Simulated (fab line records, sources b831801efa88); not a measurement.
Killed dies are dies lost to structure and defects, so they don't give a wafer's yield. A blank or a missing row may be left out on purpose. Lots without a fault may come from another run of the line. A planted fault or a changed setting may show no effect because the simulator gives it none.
A struck lot beside a sound one | flow sfq_line | 14 steps out of a route of 325
Sound: wafers L218.1, L218.5, L218.6. Struck: wafer L229.2. (L229.1, L229.3 of the same lot were not struck and are left out.) The cause comes at the end.
At each step with rows: each side's tool, then ch and its chambers, then its first start. Under that, the readings that differ: sound wafers | struck wafers | difference of the means | sigmas: that difference in standard deviations of wafers without a fault.
alike: readings whose means differ by less than 2 such deviations, and words and numbers that are the same on both sides. not compared: withheld readings, readings that some wafer has no value for, bounds like >300 that may hide the same value, and numbers for which the record gives no deviation and whose values overlap.
The two part at a step that has a row with sigmas, a row that says differs or no value, or rows on one side only. Numbers that don't overlap but have no deviation are shown without sigmas and don't part them. A reading that every wafer of one side lacks parts them only if that side has two wafers or more.

SFQ_INCOMING_BOW_MEAS_900:
  sound on film_metro-02, day 2 16:00; struck on film_metro-02, day 4 23:06
  alike: INCOMING_BOW
then, 1 step without rows for these wafers: SFQ_TRILAYER_INCOMING_OXIDATION_002 (target thk 500 nm, ox time 4939 s).
SFQ_TRILAYER_L0_DEP_SPUTTER_003: material MoNx KI, target thk 40 nm, time 100 s.
  sound on pvd_sputter-05, day 2 18:29; struck on pvd_sputter-06, day 5 01:35
  alike: cathode_dc_power_W, throttle_valve_pct
SFQ_L0_RS_MEAS_901: measures by four-point-probe.
  sound on film_metro-02, day 2 18:34; struck on film_metro-01, day 5 01:40
  alike: L0_MONX_KI_RS
SFQ_L0_THK_MEAS_902: measures by xrf.
  sound on film_metro-02, day 2 18:41; struck on film_metro-01, day 5 01:47
  alike: L0_MONX_KI_THK
then, 6 steps without rows for these wafers: SFQ_TRILAYER_L0_LITHO_COAT_010 (resist thk 62 nm); SFQ_TRILAYER_L0_LITHO_COAT_005 (resist thk 600 nm); SFQ_TRILAYER_L0_LITHO_SOFTBAKE_009; SFQ_TRILAYER_L0_LITHO_EXPOSE_006 (exposes mask L0, target cd 2000 nm); SFQ_TRILAYER_L0_LITHO_PEB_008 (peb time 60 s); SFQ_TRILAYER_L0_LITHO_DEVELOP_007 (time 60 s).
SFQ_TRILAYER_L0_BARC_OPEN_METAL_ETCH_010: etches BARC in O2, target depth 125 nm, time 41.7 s.
  sound on rie_metal-04 ch 0,1, day 4 13:03; struck on rie_metal-01 ch 1, day 6 18:36
  alike: drypump_motor_current_A, oes_product_au
  not compared: rf_hours_counter_h
SFQ_TRILAYER_L0_ETCH_METAL_ETCH_008: etches MoNx KI in SF6/O2, stops on SiO2, target depth 50 nm, time 25 s.
  sound on rie_metal-04 ch 0,1, day 4 13:07; struck on rie_metal-01 ch 1, day 6 18:40
  reading                                             | sound             | struck | difference | sigmas
  oes_product_au (a.u.)                               | 0.876 0.889 0.878 | 0.846  | -0.035     | -4
  model.KrF_of_TRILAYER_L0_LITHO_COAT_005.thk_nm (nm) | 476.3 478.8 477.2 | 476.1  | -1.3       |
  alike: drypump_motor_current_A
  not compared: rf_hours_counter_h
SFQ_TRILAYER_L0_STRIP_STRIP_009: strips in O2.
  sound on rie_metal-04 ch 0,1, day 4 13:10; struck on rie_metal-01 ch 1, day 6 18:43
  alike: drypump_motor_current_A, oes_product_au
  not compared: rf_hours_counter_h

WHERE THEY PART
Only at SFQ_TRILAYER_L0_ETCH_METAL_ETCH_008, within this record. Later steps at which nothing parts them and some readings are alike: SFQ_TRILAYER_L0_STRIP_STRIP_009.

WHY: what the simulator had put in
Process parameter drift: rie_metal-01, from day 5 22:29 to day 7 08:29, at SFQ_TRILAYER_L0_ETCH_METAL_ETCH_008. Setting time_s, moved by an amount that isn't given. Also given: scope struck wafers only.
